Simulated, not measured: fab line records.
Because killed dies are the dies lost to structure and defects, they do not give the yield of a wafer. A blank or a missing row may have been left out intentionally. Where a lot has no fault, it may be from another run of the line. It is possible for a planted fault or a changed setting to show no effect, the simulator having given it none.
Chamber matching -- flow gf180mcu -- GF_SAB_ETCH_11 on rie-diel-01 has 4 sister chambers
The step etches SiO2 in C4F8/O2/Ar, target depth 55 nm, time 8.5 s. 8 wafers are shown with their chamber, then 6 later ones without.

WAFERS, EACH WITH ITS CHAMBER
wafer,chamber,oes-product-au (a.u.)
L450.4,3,0.983
L455.4,1,0.989
L455.5,3,0.983
L456.1,1,0.999
L456.2,2,0.998
L456.4,0,1.009
L457.1,0,0.985
L457.4,2,1.000

WAFERS WITHOUT THEIR CHAMBER
wafer,oes-product-au (a.u.)
L459.1,0.986
L459.4,1.001
L459.5,1.007
L460.3,1.007
L460.5,0.985
L460.6,0.983

THE CHAMBER EACH PASSED THROUGH
wafer,from the rows above,in truth
L459.1,can't be placed: 3 or 1 or 0 or 2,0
L459.4,can't be placed: 2 or 0 or 1 or 3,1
L459.5,can't be placed: 2 or 0 or 1 or 3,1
L460.3,can't be placed: 2 or 0 or 1 or 3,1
L460.5,can't be placed: 3 or 1 or 0 or 2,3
L460.6,can't be placed: 3 or 1 or 0 or 2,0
Correctly placed: 0 of 6. Unplaceable from these rows: 6, with the true chamber sitting among the candidates in 6. Wrongly placed: 0.
How it was worked out, from the rows above alone: a wafer's distance from a chamber is the root of the sum, over the readings, of the square of ((its reading less the chamber's mean) divided by the reading's scatter). If the next closest chamber is less than 2 further off than the closest, the wafer can't be placed; otherwise it belongs to the closest. Each chamber's mean is taken over the wafers shown for it. The scatter: the root of (the sum of the squares of (reading less its chamber's mean) over the shown wafers, divided by (wafers less chambers)).
